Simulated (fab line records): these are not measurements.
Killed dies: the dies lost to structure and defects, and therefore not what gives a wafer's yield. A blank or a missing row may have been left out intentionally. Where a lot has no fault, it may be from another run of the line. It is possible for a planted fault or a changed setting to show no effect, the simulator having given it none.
Comparing a struck lot with a sound one | flow sky130 | 19 out of 708 route steps
Sound: wafers L225.1, L225.3, L225.4. The struck wafers were L229.1, L229.4, L229.6. Last of all comes the cause.
Per side, at each step with rows, come the tool, then ch with its chambers, and then its first start. Under that, the readings that differ: sound wafers | struck wafers | difference of the means | sigmas: that difference in standard deviations of wafers without a fault.
alike: readings whose means differ by less than 2 such deviations, and words and numbers that are the same on both sides. not compared: withheld readings, readings that some wafer has no value for, bounds like >300 that may hide the same value, and numbers for which the record gives no deviation and whose values overlap.
A row with sigmas, a row that says differs or no value, or rows on one side alone: a step with any of these is where the two part. When numbers do not overlap yet have no deviation, they are printed without sigmas and do not part them. A reading that every wafer of one side lacks parts them only if that side has two wafers or more.

SKY_SONOS_TUNNEL_TW_MEAS_12:
  sound on film-metro-04 at day 15 09:50; struck on film-metro-03 at day 16 20:07
  reading         | sound             | struck            | difference | sigmas
  SONOS_TUNNEL_TW | 199.8 199.2 199.7 | 196.3 195.6 196.3 | -3.5       | -2
then, 2 steps without rows for these wafers: SKY_SONOS_TUNNEL_CLEAN_13 (cleans in dHF, time 20 s); SKY_SONOS_ONO_OXIDATION_00 (stabilise 600 s, purge 300 s, target thk 2.6 nm).
SKY_SONOS_ONO_THK_MEAS_01:
  sound on film-metro-04 at day 15 14:54; struck on film-metro-02 at day 16 22:28
  alike: SONOS_ONO_OXIDATION_THK
then, 1 step without rows for these wafers: SKY_SONOS_ONO_CVD_02 (deposits Si3N4 from DCS/NH3, target thk 10.5 nm, time 180 s).
SKY_SONOS_ONO_THK_MEAS_03:
  sound on film-metro-01 at day 15 17:09; struck on film-metro-04 at day 17 04:23
  alike: SONOS_ONO_CVD_02_THK
then, 1 step without rows for these wafers: SKY_SONOS_ONO_CVD_04 (deposits SiO2 from SiH4/N2O, target thk 5.7199 nm).
SKY_SONOS_ONO_THK_MEAS_05:
  sound on film-metro-02 at day 15 19:30; struck on film-metro-02 at day 17 05:42
  reading                   | sound          | struck         | difference | sigmas
  SONOS_ONO_CVD_04_THK (nm) | 5.84 5.96 6.01 | 5.61 5.81 5.64 | -0.25      | -2
then, 4 steps without rows for these wafers: SKY_SONOS_ONO_DEHYDRATE_06 (time 60 s); SKY_SONOS_ONO_HMDS_07 (prime time 60 s); SKY_SONOS_ONO_COAT_08 (resist thk 1140 nm); SKY_SONOS_ONO_SOFTBAKE_09 (time 60 s).
SKY_SONOS_ONO_EXPOSE_10: exposes mask ONOM, target cd 410 nm.
  sound on iline-stepper-01 ch 0, day 16 09:11; struck on iline-stepper-02 ch 0, day 17 20:17
  reading                           | sound                   | struck            | difference | sigmas
  model.SONOS_ONO.overlay-x-nm (nm) | -0.3542 -0.3542 -0.3542 | 44.74 44.74 44.74 | +45.09     |
  alike: mask, reticle-temp-C
then, 2 steps without rows for these wafers: SKY_SONOS_ONO_PEB_11; SKY_SONOS_ONO_DEVELOP_12 (develop time 60 s).
SKY_SONOS_ONO_CD_MEAS_13: target cd 410 nm.
  sound on cd-sem-01 at day 16 23:14; struck on cd-sem-02 at day 18 10:44
  alike: cd-nm
SKY_SONOS_ONO_OVL_MEAS_14:
  sound on overlay-01 at day 16 23:22; struck on overlay-02 at day 18 10:51
  reading            | sound          | struck         | difference | sigmas
  SONOS_ONO_OVL (nm) | -3.1 -2.2 -3.8 | 42.4 44.8 44.5 | +46.9      | +39
SKY_SONOS_ONO_ETCH_15: etches the open film in CHF3/O2, target depth 19.52 nm, time 7.8 s.
  sound on rie-diel-01 ch 1,2,3, day 16 23:24; struck on rie-diel-03 ch 1,3, day 18 10:53
  alike: drypump-motor-current-A, oes-product-au, throttle-valve-pct
  not compared: rf-hours-counter-h
after that, 1 step had no rows for these wafers: SKY_PAD_OPEN_PROBE_99.

## WHERE THEY PART
Earliest at SKY_SONOS_TUNNEL_TW_MEAS_12; latest, in this record, at SKY_SONOS_ONO_OVL_MEAS_14. Later steps at which nothing parts them and some readings are alike: SKY_SONOS_ONO_ETCH_15.

WHY: whatever the simulator had introduced
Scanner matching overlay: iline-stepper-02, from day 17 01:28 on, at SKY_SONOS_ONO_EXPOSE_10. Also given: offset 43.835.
